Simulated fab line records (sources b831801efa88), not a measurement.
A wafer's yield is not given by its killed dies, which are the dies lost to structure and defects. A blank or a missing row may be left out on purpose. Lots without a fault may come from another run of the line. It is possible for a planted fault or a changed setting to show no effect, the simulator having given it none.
Matching of chambers ; flow sky130 ; SKY_CAP2M_CVD_00 on pecvd-02 has 3 sister chambers
The step deposits SiO2, target thk 15.5 nm. 24 wafers are shown with their chamber, then 12 later ones without.

== EACH WAFER AND ITS CHAMBER ==
wafer;chamber;heater power w (W);rf fwd power W (W)
L075.2;2;741;442.3
L075.4;0;608;443.3
L075.6;1;700;440.0
L078.4;2;684;443.7
L078.5;0;620;442.1
L078.6;1;697;443.0
L082.2;0;595;444.2
L082.3;1;655;442.8
L082.4;1;659;442.3
L085.2;1;678;442.9
L085.3;0;619;445.5
L085.4;1;673;442.1
L086.1;2;770;441.2
L086.2;1;621;441.9
L086.5;2;772;442.8
L088.2;1;627;439.8
L088.4;2;790;442.2
L088.5;1;593;441.4
L089.1;2;760;444.2
L089.2;0;597;441.6
L089.4;1;737;443.5
L091.2;2;763;444.6
L091.3;0;637;442.9
L091.6;2;761;445.1

SIGNATURES (averages over the wafers above)
reading;chamber 0;chamber 1;chamber 2;scatter within a chamber
heater power w;612.67;664.00;755.12;34.3
rf fwd power W;443.267;441.970;443.262;1.33
Rule: distance of a wafer from a chamber = root of the sum over the readings of ((wafer's reading minus chamber's mean) / reading's scatter) squared. If the next closest chamber is less than 2 further off than the closest, the wafer can't be placed; otherwise it belongs to the closest. The scatter: take each reading less its chamber's mean, square it, sum over the shown wafers, divide by the number of wafers less the number of chambers, and take the root.

== WAFERS WITHOUT THEIR CHAMBER ==
wafer;heater power w (W);rf fwd power W (W)
L093.1;752;441.5
L093.3;696;445.3
L093.4;730;442.3
L092.1;756;445.1
L092.4;696;441.1
L092.5;739;445.6
L095.1;752;443.5
L095.3;713;442.2
L095.5;692;443.8
L096.2;696;442.9
L096.3;644;440.6
L096.5;623;441.3

== WHICH CHAMBER EACH ONE RAN IN ==
wafer;from the rows above;in truth
L093.1;can't be placed: 2 or 1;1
L093.3;can't be placed: 2 or 1 or 0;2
L093.4;can't be placed: 2 or 1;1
L092.1;2;2
L092.4;can't be placed: 1 or 2 or 0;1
L092.5;can't be placed: 2 or 1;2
L095.1;2;2
L095.3;can't be placed: 1 or 2 or 0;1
L095.5;can't be placed: 1 or 2 or 0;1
L096.2;can't be placed: 1 or 2 or 0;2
L096.3;can't be placed: 1 or 0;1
L096.5;can't be placed: 1 or 0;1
2 of 12 placed correctly. From these rows, 10 cannot be placed; in 10 the true chamber is one of the candidates. 0 placed wrongly.
